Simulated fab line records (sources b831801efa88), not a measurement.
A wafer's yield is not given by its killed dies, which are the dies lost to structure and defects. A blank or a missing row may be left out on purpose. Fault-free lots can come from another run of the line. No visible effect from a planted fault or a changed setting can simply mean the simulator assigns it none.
fab line records -- flow sky130
record lots=12, wafers=36, last_day=50
route steps=708 shown NWELL@76 VT_ADJUST_NCORE@125 PAD_OPEN@708
lots that met no fault: taken from a fault-free run of the same line
start_h: start of the lot's first displayed wafer, in hours after the record's first day -- wait_h: time in hours since the lot's previous step -- " same as the row above -- L1.1+2: several wafers, shown together as one row -- - no value, or no start was given -- * or withheld: withheld -- < > ~ a bound
route shown NAME@n: names a module that has steps shown in the file, with the first one's number in the route -- usual: mean/standard deviation of fault-free wafers -- same: alike in all rows -- chamber/n: place in a boat -- sites: per-site readings -- _std_site: their standard deviation -- _edge_site: the outer-site mean with the inner-site mean subtracted -- radius_mm: how far each site lies from the wafer's centre -- mask NAME#n: copy n -- behind: the tool/chamber that last shaped the wafer -- hold: what put the lot on hold/how long, in hours/how the hold closed -- device: the transistor (n, p or np) that didn't switch -- end of line: the same wafers' tests at the end of the route -- where a step has no rows: the recipe by itself -- killed: at the first sort, the dies lost to defects and structure; wafer yield is something else -- map: per-die view of a wafer (x killed, . not killed, _ where there is no die)
set.NAME: the setting the step ran with; set.NAME@STEP: the setting that earlier step ran with -- model.NAME: the simulator's own value behind a step, which no gauge read
steps of the route over a sample of lots; a table a step, a row a wafer
services: the hour from which a tool's chamber was out of use, counted from the record's first day as start_h (under 0 if before that day), plus the number of hours and why
## steps
# step SKY_NWELL_OVL_MEAS_23
# usual NWELL_01_OVL=0.3/1.4
lot.wafer,tool,chamber,start_h,wait_h,NWELL_01_OVL[nm]
L191.1,overlay-01,-,105.91,-,0.6
L191.2,overlay-01,-,105.91,-,-1.0
L191.4,overlay-01,-,105.91,-,0.7
L193.1,overlay-02,-,116.46,-,0.8
L193.2,overlay-02,-,116.46,-,0.3
L193.6,overlay-02,-,116.46,-,-0.3
L198.2,overlay-02,-,152.60,-,-2.7
L198.4,overlay-02,-,152.60,-,-2.1
L198.6,overlay-02,-,152.60,-,-3.0
L199.4,overlay-02,-,166.16,-,2.3
L199.5,overlay-02,-,166.16,-,0.7
L199.6,overlay-02,-,166.16,-,-0.3
L201.1,overlay-02,-,171.43,-,-0.9
L201.4,overlay-02,-,171.43,-,0.6
L201.6,overlay-02,-,171.43,-,1.0
L203.3,overlay-02,-,176.12,-,1.5
L203.5,overlay-02,-,176.12,-,2.5
L203.6,overlay-02,-,176.12,-,0.7
L204.2,overlay-02,-,195.72,-,-1.1
L204.3,overlay-02,-,195.72,-,1.5
L204.6,overlay-02,-,195.72,-,-0.4
L206.1,overlay-02,-,201.83,-,1.7
L206.2,overlay-02,-,201.83,-,1.0
L206.5,overlay-02,-,201.83,-,1.5
L207.2,overlay-01,-,207.89,-,-1.3
L207.4,overlay-01,-,207.89,-,-1.3
L207.5,overlay-01,-,207.89,-,-2.3
L211.1,overlay-02,-,226.15,-,0.5
L211.5,overlay-02,-,226.15,-,0.8
L211.6,overlay-02,-,226.15,-,1.9
L213.1,overlay-01,-,237.95,-,-0.1
L213.5,overlay-01,-,237.95,-,0.1
L213.6,overlay-01,-,237.95,-,0.4
L214.2,overlay-01,-,244.69,-,4.0
L214.5,overlay-01,-,244.69,-,4.5
L214.6,overlay-01,-,244.69,-,2.9
# step SKY_NWELL_STRIP_25
# recipe chemistry=O2/N2, power_w=1400, pressure_mtorr=1500, platen_temp_c=withheld, o2_flow_sccm=3000, n2_flow_sccm=300, overash_fraction=0.5
# usual drypump_motor_current_A=5.75/0.18, o2_flow_sccm=3000/9.7, oes_product_au=0.722/0.0047, strip_time_to_endpoint_s=36.93/0.094
lot.wafer,tool,chamber,start_h,wait_h,drypump_motor_current_A,o2_flow_sccm,oes_product_au,rf_hours_counter_h,strip_time_to_endpoint_s
L191.1,plasma_asher-03,1,106.10,0.1,5.57,3012,0.723,41,37.01
L191.2,plasma_asher-03,0,106.10,0.1,6.03,3007,0.724,41,37.04
L191.4,plasma_asher-03,0,106.10,0.1,6.03,2996,0.720,-,36.98
L193.1,plasma_asher-04,1,116.65,0.1,5.84,3007,0.722,44,36.91
L193.2,plasma_asher-04,0,116.65,0.1,5.68,3006,0.724,44,36.98
L193.6,plasma_asher-04,1,116.65,0.1,5.83,2997,0.723,-,36.89
L198.2,plasma_asher-02,0,152.78,0.1,5.54,3031,0.721,35,36.99
L198.4,plasma_asher-02,0,152.78,0.1,5.56,3012,0.724,-,37.06
L198.6,plasma_asher-02,0,152.78,0.1,5.52,3014,0.721,-,36.94
L199.4,plasma_asher-02,0,166.37,0.1,5.51,2997,0.719,-,36.92
L199.5,plasma_asher-02,1,166.37,0.1,5.95,3006,0.720,-,36.96
L199.6,plasma_asher-02,0,166.37,0.1,5.52,3005,0.722,-,37.05
L201.1,plasma_asher-02,1,171.62,0.1,5.87,3001,0.724,37,36.85
L201.4,plasma_asher-02,1,171.62,0.1,5.93,3007,0.729,-,36.91
L201.6,plasma_asher-02,1,171.62,0.1,5.90,3008,0.726,-,36.89
L203.3,plasma_asher-04,0,176.33,0.1,5.70,2998,0.729,-,36.82
L203.5,plasma_asher-04,0,176.33,0.1,5.69,3000,0.717,-,36.87
L203.6,plasma_asher-04,1,176.33,0.1,5.82,2990,0.723,-,36.86
L204.2,plasma_asher-02,0,195.90,0.1,5.53,3013,0.718,40,36.91
L204.3,plasma_asher-02,0,195.90,0.1,5.53,3004,0.722,-,36.98
L204.6,plasma_asher-02,0,195.90,0.1,5.53,3017,0.725,-,37.03
L206.1,plasma_asher-02,1,202.02,0.1,5.89,3005,0.729,40,36.95
L206.2,plasma_asher-02,0,202.02,0.1,5.54,3009,0.721,40,36.92
L206.5,plasma_asher-02,1,202.02,0.1,5.87,2990,0.725,-,37.03
L207.2,plasma_asher-04,1,208.07,0.1,5.77,2987,0.722,53,36.86
L207.4,plasma_asher-04,1,208.07,0.1,5.80,3004,0.724,-,36.94
L207.5,plasma_asher-04,0,208.07,0.1,5.69,2999,0.728,-,36.93
L211.1,plasma_asher-02,0,226.33,0.1,5.53,3009,0.719,43,37.08
L211.5,plasma_asher-02,1,226.33,0.1,5.92,2992,0.722,-,36.92
L211.6,plasma_asher-02,0,226.33,0.1,5.52,3007,0.724,-,37.03
L213.1,plasma_asher-04,0,238.13,0.1,5.67,3014,0.720,56,36.94
L213.5,plasma_asher-04,0,238.13,0.1,5.68,3017,0.724,-,36.91
L213.6,plasma_asher-04,1,238.13,0.1,5.79,2993,0.721,-,36.91
L214.2,plasma_asher-02,1,244.87,0.1,5.87,2985,0.720,44,36.96
L214.5,plasma_asher-02,1,244.87,0.1,5.91,2986,0.718,-,36.91
L214.6,plasma_asher-02,0,244.87,0.1,5.53,2991,0.712,-,36.93
# step SKY_VT_ADJUST_NCORE_DEVELOP_06
# recipe resist=NOVOLAK, developer=TMAH, develop_time_s=60, dev_temp_c=23
# usual exhaust_pa=45.2/0.99
lot.wafer,tool,chamber,start_h,wait_h,exhaust_pa
L191.1,litho_track-01,0,182.56,0.1,45.1
L191.2,litho_track-01,0,182.56,0.1,44.8
L191.4,litho_track-01,0,182.56,0.1,47.2
L193.1,litho_track-02,0,197.30,0.1,46.8
L193.2,litho_track-02,0,197.30,0.1,45.0
L193.6,litho_track-02,0,197.30,0.1,45.8
L198.2,litho_track-01,0,238.94,0.1,45.5
L198.4,litho_track-01,0,238.94,0.1,45.5
L198.6,litho_track-01,0,238.94,0.1,44.0
L199.4,litho_track-01,0,257.34,0.1,44.4
L199.5,litho_track-01,0,257.34,0.1,45.5
L199.6,litho_track-01,0,257.34,0.1,44.2
L201.1,litho_track-04,0,262.64,0.1,45.1
L201.4,litho_track-04,0,262.64,0.1,46.4
L201.6,litho_track-04,0,262.64,0.1,45.5
L203.3,litho_track-01,0,268.21,0.1,45.9
L203.5,litho_track-01,0,268.21,0.1,44.9
L203.6,litho_track-01,0,268.21,0.1,44.9
L204.2,litho_track-01,0,289.34,0.1,45.4
L204.3,litho_track-01,0,289.34,0.1,44.6
L204.6,litho_track-01,0,289.34,0.1,43.2
L206.1,litho_track-04,0,296.84,0.1,46.0
L206.2,litho_track-04,0,296.84,0.1,46.8
L206.5,litho_track-04,0,296.84,0.1,44.3
L207.2,litho_track-04,0,304.36,0.1,45.4
L207.4,litho_track-04,0,304.36,0.1,46.4
L207.5,litho_track-04,0,304.36,0.1,45.6
L211.1,litho_track-02,0,322.75,0.1,45.5
L211.5,litho_track-02,0,322.75,0.1,45.9
L211.6,litho_track-02,0,322.75,0.1,46.1
L213.1,litho_track-04,0,338.29,0.1,43.8
L213.5,litho_track-04,0,338.29,0.1,43.3
L213.6,litho_track-04,0,338.29,0.1,43.2
L214.2,litho_track-04,0,346.41,0.1,45.2
L214.5,litho_track-04,0,346.41,0.1,45.4
L214.6,litho_track-04,0,346.41,0.1,46.5
# step SKY_VT_ADJUST_NCORE_CD_MEAS_07
# recipe target_cd_nm=380
# usual cd_nm=381.5/2.5
lot.wafer,tool,chamber,start_h,wait_h,cd_nm
L191.1,cd_sem-01,-,182.71,0.1,383.4
L191.2,cd_sem-01,-,182.71,0.1,381.8
L191.4,cd_sem-01,-,182.71,0.1,382.9
L193.1,cd_sem-01,-,197.45,0.1,382.5
L193.2,cd_sem-01,-,197.45,0.1,380.5
L193.6,cd_sem-01,-,197.45,0.1,380.4
L198.2,cd_sem-02,-,239.08,0.1,380.2
L198.4,cd_sem-02,-,239.08,0.1,378.7
L198.6,cd_sem-02,-,239.08,0.1,380.7
L199.4,cd_sem-02,-,257.47,0.1,385.0
L199.5,cd_sem-02,-,257.47,0.1,385.2
L199.6,cd_sem-02,-,257.47,0.1,383.4
L201.1,cd_sem-02,-,262.79,0.1,379.5
L201.4,cd_sem-02,-,262.79,0.1,378.8
L201.6,cd_sem-02,-,262.79,0.1,381.6
L203.3,cd_sem-02,-,268.35,0.1,400.3
L203.5,cd_sem-02,-,268.35,0.1,399.5
L203.6,cd_sem-02,-,268.35,0.1,402.4
L204.2,cd_sem-02,-,289.48,0.1,398.1
L204.3,cd_sem-02,-,289.48,0.1,395.0
L204.6,cd_sem-02,-,289.48,0.1,396.8
L206.1,cd_sem-02,-,296.99,0.1,379.9
L206.2,cd_sem-02,-,296.99,0.1,381.6
L206.5,cd_sem-02,-,296.99,0.1,383.1
L207.2,cd_sem-01,-,304.51,0.1,382.3
L207.4,cd_sem-01,-,304.51,0.1,385.8
L207.5,cd_sem-01,-,304.51,0.1,383.2
L211.1,cd_sem-02,-,322.90,0.1,382.7
L211.5,cd_sem-02,-,322.90,0.1,381.2
L211.6,cd_sem-02,-,322.90,0.1,384.9
L213.1,cd_sem-02,-,338.60,0.3,382.0
L213.5,cd_sem-02,-,338.60,0.3,386.0
L213.6,cd_sem-02,-,338.60,0.3,384.4
L214.2,cd_sem-02,-,346.56,0.1,379.6
L214.5,cd_sem-02,-,346.56,0.1,379.2
L214.6,cd_sem-02,-,346.56,0.1,376.5
# step SKY_VT_ADJUST_NCORE_TW_MEAS_11
# usual VT_ADJUST_NCORE_TW=217.2/0.97
lot.wafer,tool,chamber,start_h,wait_h,VT_ADJUST_NCORE_TW
L191.1,film_metro-01,-,183.12,0.1,215.6
L191.2,film_metro-01,-,183.12,0.1,214.8
L191.4,film_metro-01,-,183.12,0.1,215.5
L193.1,film_metro-03,-,197.85,0.1,217.1
L193.2,film_metro-03,-,197.85,0.1,217.1
L193.6,film_metro-03,-,197.85,0.1,218.4
L198.2,film_metro-02,-,239.48,0.1,218.0
L198.4,film_metro-02,-,239.48,0.1,216.9
L198.6,film_metro-02,-,239.48,0.1,217.6
L199.4,film_metro-01,-,257.85,0.1,218.3
L199.5,film_metro-01,-,257.85,0.1,218.9
L199.6,film_metro-01,-,257.85,0.1,216.7
L201.1,film_metro-01,-,263.19,0.1,218.1
L201.4,film_metro-01,-,263.19,0.1,217.3
L201.6,film_metro-01,-,263.19,0.1,217.0
L203.3,film_metro-03,-,268.74,0.1,218.7
L203.5,film_metro-03,-,268.74,0.1,218.5
L203.6,film_metro-03,-,268.74,0.1,219.5
L204.2,film_metro-02,-,289.88,0.1,218.5
L204.3,film_metro-02,-,289.88,0.1,217.6
L204.6,film_metro-02,-,289.88,0.1,216.7
L206.1,film_metro-02,-,297.39,0.1,216.9
L206.2,film_metro-02,-,297.39,0.1,216.7
L206.5,film_metro-02,-,297.39,0.1,217.2
L207.2,film_metro-02,-,304.90,0.1,216.9
L207.4,film_metro-02,-,304.90,0.1,214.5
L207.5,film_metro-02,-,304.90,0.1,216.7
L211.1,film_metro-03,-,323.30,0.1,217.3
L211.5,film_metro-03,-,323.30,0.1,218.1
L211.6,film_metro-03,-,323.30,0.1,217.4
L213.1,film_metro-02,-,339.01,0.1,218.0
L213.5,film_metro-02,-,339.01,0.1,216.8
L213.6,film_metro-02,-,339.01,0.1,216.4
L214.2,film_metro-03,-,346.95,0.1,217.7
L214.5,film_metro-03,-,346.95,0.1,218.1
L214.6,film_metro-03,-,346.95,0.1,217.6
# step SKY_PAD_OPEN_PROBE_99
# usual killed_at_M0_to_M3=43/6.9, killed_at_M4_up=3.0/1.8, killed_at_contacts=24/4.8, killed_at_front_end=15/4.5, killed_at_other=0.4/0.67, killed_dies=86/9.2, killed_open=46/6.9, killed_short=39/6
# same gross_dies=492, killed_at_back_side=0
lot.wafer,tool,chamber,start_h,wait_h,killed_at_M0_to_M3,killed_at_M4_up,killed_at_contacts,killed_at_front_end,killed_at_other,killed_dies,killed_open,killed_short
L199.4,prober-02,-,1142.54,0.2,48,2,20,13,1,84,49,35
L199.5,prober-02,-,1142.59,0.2,52,2,24,7,0,85,48,36
L199.6,prober-02,-,1142.64,0.2,36,2,32,16,0,86,51,34
L203.3,prober-02,-,1154.02,0.2,51,3,25,20,0,99,60,39
L203.5,prober-02,-,1154.12,0.2,53,3,27,7,0,90,48,42
L203.6,prober-02,-,1154.17,0.2,39,4,24,22,0,89,45,43
L204.2,prober-01,-,1165.82,0.1,41,7,29,21,2,100,60,40
L204.3,prober-01,-,1165.87,0.2,43,6,27,20,0,96,49,47
L204.6,prober-01,-,1166.02,0.2,48,2,23,18,1,92,46,46
# killed by level:class
L199.4 VIA1:geometric_particle:open=12 VIA3:geometric_particle:open=9 LI_CONTACT:geometric_particle:open=8 CONTACT:geometric_particle:open=7 VIA1:geometric_particle:short=6 FIELD_ISO:geometric_particle:short=5 VIA3:geometric_particle:short=5 POLY_GATE:geometric_particle:open=4
L199.5 VIA1:geometric_particle:open=12 VIA3:geometric_particle:open=10 CONTACT:geometric_particle:open=9 METAL2:geometric_particle:short=7 VIA2:geometric_particle:open=5 LI_CONTACT:geometric_particle:open=5 VIA1:geometric_particle:short=5 VIA3:geometric_particle:short=5
L199.6 CONTACT:geometric_particle:open=12 VIA1:geometric_particle:open=11 VIA1:geometric_particle:short=7 LI_CONTACT:geometric_particle:open=7 VIA2:geometric_particle:open=7 LOCAL_INTERCONNECT:geometric_particle:short=5 CONTACT:geometric_particle:short=5 FIELD_ISO:geometric_particle:short=4
L203.3 CONTACT:geometric_particle:open=15 VIA2:geometric_particle:open=10 VIA3:geometric_particle:open=9 FIELD_ISO:geometric_particle:short=7 LI_CONTACT:geometric_particle:open=6 POLY_GATE:geometric_particle:open=5 VIA1:geometric_particle:short=5 METAL2:geometric_particle:short=5
L203.5 VIA2:geometric_particle:open=15 VIA1:geometric_particle:open=11 LOCAL_INTERCONNECT:geometric_particle:short=8 CONTACT:geometric_particle:open=7 LI_CONTACT:geometric_particle:open=6 VIA1:geometric_particle:short=6 CONTACT:geometric_particle:short=5 VIA3:geometric_particle:open=5
L203.6 CONTACT:geometric_particle:open=12 VIA1:geometric_particle:open=8 METAL2:geometric_particle:short=8 FIELD_ISO:geometric_particle:open=7 POLY_GATE:geometric_particle:open=6 CONTACT:geometric_particle:short=6 POLY_GATE:geometric_particle:short=5 VIA3:geometric_particle:open=5
L204.2 CONTACT:geometric_particle:open=10 VIA1:geometric_particle:open=10 VIA3:geometric_particle:open=8 VIA2:geometric_particle:open=7 LI_CONTACT:geometric_particle:open=6 CONTACT:geometric_particle:short=6 METAL4:geometric_particle:short=5 SPACER:geometric_particle:open=4
L204.3 VIA1:geometric_particle:open=12 LOCAL_INTERCONNECT:geometric_particle:short=8 LI_CONTACT:geometric_particle:short=6 SPACER:geometric_particle:open=6 VIA1:geometric_particle:short=6 VIA3:geometric_particle:short=6 VIA3:geometric_particle:open=6 LI_CONTACT:geometric_particle:open=5
L204.6 VIA1:geometric_particle:open=13 VIA3:geometric_particle:open=8 LOCAL_INTERCONNECT:geometric_particle:short=7 CONTACT:geometric_particle:open=7 VIA1:geometric_particle:short=7 METAL2:geometric_particle:short=7 FIELD_ISO:geometric_particle:short=6 LI_CONTACT:geometric_particle:short=4
## services
tool,chamber,start_h,hours,kind
plasma_asher-03,-,108.75,9.0,pm
plasma_asher-03,0,108.75,9.0,vent_cycle
plasma_asher-03,1,108.75,9.0,vent_cycle
plasma_asher-03,0,117.75,-,clean
plasma_asher-03,1,117.75,-,clean
litho_track-04,-,132.15,-,consumable_replace:filter
plasma_asher-02,-,173.29,0.4,repair
plasma_asher-03,-,190.92,2.8,repair
plasma_asher-03,-,208.15,1.9,repair
litho_track-01,-,221.08,-,consumable_replace:filter
plasma_asher-03,-,274.20,2.4,repair
## key
first_sign step=SKY_VT_ADJUST_NCORE_CD_MEAS_07, reading=cd_nm, direction=up, sigmas=6.8, usual=381.5, struck=398.7
effect none on later readings
met_at SKY_VT_ADJUST_NCORE_DEVELOP_06
struck_lots L203,L204
tester_left_out L203,L204
not_acting_at SKY_NWELL_OVL_MEAS_23,SKY_NWELL_STRIP_25,SKY_VT_ADJUST_NCORE_TW_MEAS_11
onset_between 257.34 268.21
fault kind=process_parameter_drift, tool=litho_track-01, chamber=-, onset_h=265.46, steps=SKY_VT_ADJUST_NCORE_DEVELOP_06, channel=develop_time_s, offset=*, shape=step, end_h=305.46, acts_in=*, stated=*
# tester_left_out: of these lots the tester's yield and bins aren't shown, on N5 and GAA mostly nor the transistor test; their killed dies are dies lost to structure and defects alone, not to doping, threshold or leakage, so they don't give the yield
